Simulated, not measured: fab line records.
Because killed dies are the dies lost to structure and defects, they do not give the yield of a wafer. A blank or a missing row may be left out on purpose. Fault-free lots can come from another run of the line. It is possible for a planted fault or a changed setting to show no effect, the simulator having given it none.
Chamber matching + flow gf180mcu + rie_diel-02 running GF_STI_ETCH_13: 4 sister chambers
The step etches the open film in CHF3/O2, stops on Si, target depth 282.31 nm, time 112.9 s. 8 wafers are shown with their chamber, then 8 later ones without.

## WAFERS, EACH WITH ITS CHAMBER
| wafer  | chamber | drypump_motor_current_A (A) | oes_product_au (a.u.) |
|--------|---------|-----------------------------|-----------------------|
| L077.5 | 0       | 5.8                         | 0.839                 |
| L077.6 | 1       | 5.6                         | 0.844                 |
| L080.3 | 1       | 5.6                         | 0.857                 |
| L088.4 | 0       | 5.9                         | 0.837                 |
| L090.3 | 3       | 5.9                         | 0.831                 |
| L090.4 | 2       | 4.8                         | 0.840                 |
| L090.6 | 3       | 5.9                         | 0.833                 |
| L092.1 | 2       | 4.8                         | 0.843                 |

## WAFERS WITHOUT THEIR CHAMBER
| wafer  | drypump_motor_current_A (A) | oes_product_au (a.u.) |
|--------|-----------------------------|-----------------------|
| L092.2 | 5.9                         | 0.835                 |
| L092.4 | 4.8                         | 0.831                 |
| L094.1 | 5.8                         | 0.833                 |
| L094.3 | 4.8                         | 0.833                 |
| L094.6 | 5.9                         | 0.834                 |
| L097.1 | 5.9                         | 0.837                 |
| L097.2 | 5.6                         | 0.835                 |
| L097.4 | 6.0                         | 0.830                 |

## WHICH CHAMBER EACH WENT THROUGH
| wafer  | from the rows above     | in truth |
|--------|-------------------------|----------|
| L092.2 | can't be placed: 3 or 0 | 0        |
| L092.4 | 2                       | 2        |
| L094.1 | can't be placed: 0 or 3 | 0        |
| L094.3 | 2                       | 2        |
| L094.6 | can't be placed: 3 or 0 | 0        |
| L097.1 | can't be placed: 3 or 0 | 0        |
| L097.2 | 1                       | 1        |
| L097.4 | can't be placed: 3 or 0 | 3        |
Correctly placed: 3 of 8. These rows do not allow placing 5 (true chamber among the candidates in 5). 0 placed wrongly.
How it was worked out, from the rows above alone: a wafer's distance from a chamber is the root of the sum, over the readings, of the square of ((its reading less the chamber's mean) divided by the reading's scatter). The wafer belongs to the nearest chamber; if the next one is less than 2 further off, it can't be placed. Each chamber's mean is taken over the wafers shown for it. The scatter: the root of (the sum of the squares of (reading less its chamber's mean) over the shown wafers, divided by (wafers less chambers)).
